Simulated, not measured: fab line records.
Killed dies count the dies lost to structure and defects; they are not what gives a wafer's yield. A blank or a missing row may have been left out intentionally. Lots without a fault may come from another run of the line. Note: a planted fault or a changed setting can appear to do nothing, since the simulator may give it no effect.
Which tool was responsible? | flow gf180mcu | 14 lots with 42 wafers sampled at 2 steps, on a route of 602 steps

WHAT EACH GAUGE READ, for each wafer
GF_V5_CD_MEAS_14: target cd 260 nm.
lot  | measured     | on        | cd nm (nm)
L558 | day 28 03:18 | cd sem-02 | 261.0 260.8 262.0
L561 | day 29 02:50 | cd sem-01 | 257.5 258.2 258.0
L562 | day 29 04:46 | cd sem-01 | 258.1 259.1 259.4
L563 | day 29 12:11 | cd sem-02 | 259.3 259.3 259.6
L564 | day 29 20:51 | cd sem-02 | 258.2 259.2 257.2
L565 | day 30 00:14 | cd sem-02 | 262.1 261.0 260.9
L566 | day 30 11:05 | cd sem-01 | 261.8 261.8 262.3
L567 | day 30 12:34 | cd sem-01 | 263.1 262.5 262.1
L568 | day 30 22:03 | cd sem-01 | 261.5 261.7 260.5
L572 | day 32 00:59 | cd sem-02 | 261.4 261.5 261.7
L573 | day 32 06:37 | cd sem-01 | 282.9 260.6 282.4
L575 | day 33 00:59 | cd sem-02 | 260.4 280.8 281.9
L578 | day 33 10:38 | cd sem-02 | 259.9 260.2 260.3
L579 | day 33 15:22 | cd sem-01 | 261.2 261.4 261.6

WHAT TOOL EACH LOT RAN ON (gives the tool, then ch and the chambers of the sampled wafers, and finally the start)
lot  | GF_V5_EXPOSE_11
L558 | krf scanner-01 ch 0, day 27 17:37
L561 | krf scanner-02 ch 0, day 28 17:22
L562 | krf scanner-02 ch 0, day 28 19:29
L563 | krf scanner-02 ch 0, day 29 02:41
L564 | krf scanner-02 ch 0, day 29 11:20
L565 | krf scanner-02 ch 0, day 29 15:05
L566 | krf scanner-01 ch 0, day 30 02:04
L567 | krf scanner-02 ch 0, day 30 03:16
L568 | krf scanner-01 ch 0, day 30 13:27
L572 | krf scanner-02 ch 0, day 31 16:33
L573 | krf scanner-01 ch 0, day 31 22:25
L575 | krf scanner-01 ch 0, day 32 17:05
L578 | krf scanner-02 ch 0, day 33 02:25
L579 | krf scanner-02 ch 0, day 33 07:34
- GF_V5_EXPOSE_11: exposes mask Via5, target cd 260 nm.

WHAT THE TOOLS THEMSELVES READ (means of the sampled wafers that have a number; where no wafer has one, the mark that the record gives instead)
The record holds no such reading with a usual standard deviation.

THE ANSWER, worked out from the rows above alone
Rule: the lots themselves supply what counts as usual. Put in order of their means at a reading, lots are off if they are a third of the lots or fewer, leave a main group of 4 or more, and stand apart from it by a gap of 3 or more times the standard deviation of the main group's means; of several such gaps the widest counts. A main group whose means are all the same, to the digits that the tables above print for the reading, isn't used. A lot without any number at a reading at which 4 lots or more have one is off too. Where the step has rows for the other lots, those lots are counted as sound. Order of review: gauges by route order, followed by the tools' own readings, for which a lot's mean as printed above is used. The first step at which some lot is off is used, and at that step the reading that is off furthest; a lot without a number counts as furthest.
Off: L573, L575, at GF_V5_CD_MEAS_14 (cd nm). For the main group the mean is 260.5 nm and the standard deviation 1.5.
If a tool, at a process step before that reading, ran all the lots that are off and no sound lot after the first of them, it fits. The gauges at GF_V5_CD_MEAS_14 are tried like those tools. One candidate fits, namely krf scanner-01 at GF_V5_EXPOSE_11. Its last sound lot is L568 (day 30 13:27), its first lot that is off L573 (day 31 22:25): a fault that began between those two fits.

WHAT HAD BEEN PUT IN BY THE SIMULATOR
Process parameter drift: krf scanner-01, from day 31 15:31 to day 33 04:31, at GF_V5_EXPOSE_11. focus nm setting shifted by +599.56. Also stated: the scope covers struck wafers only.
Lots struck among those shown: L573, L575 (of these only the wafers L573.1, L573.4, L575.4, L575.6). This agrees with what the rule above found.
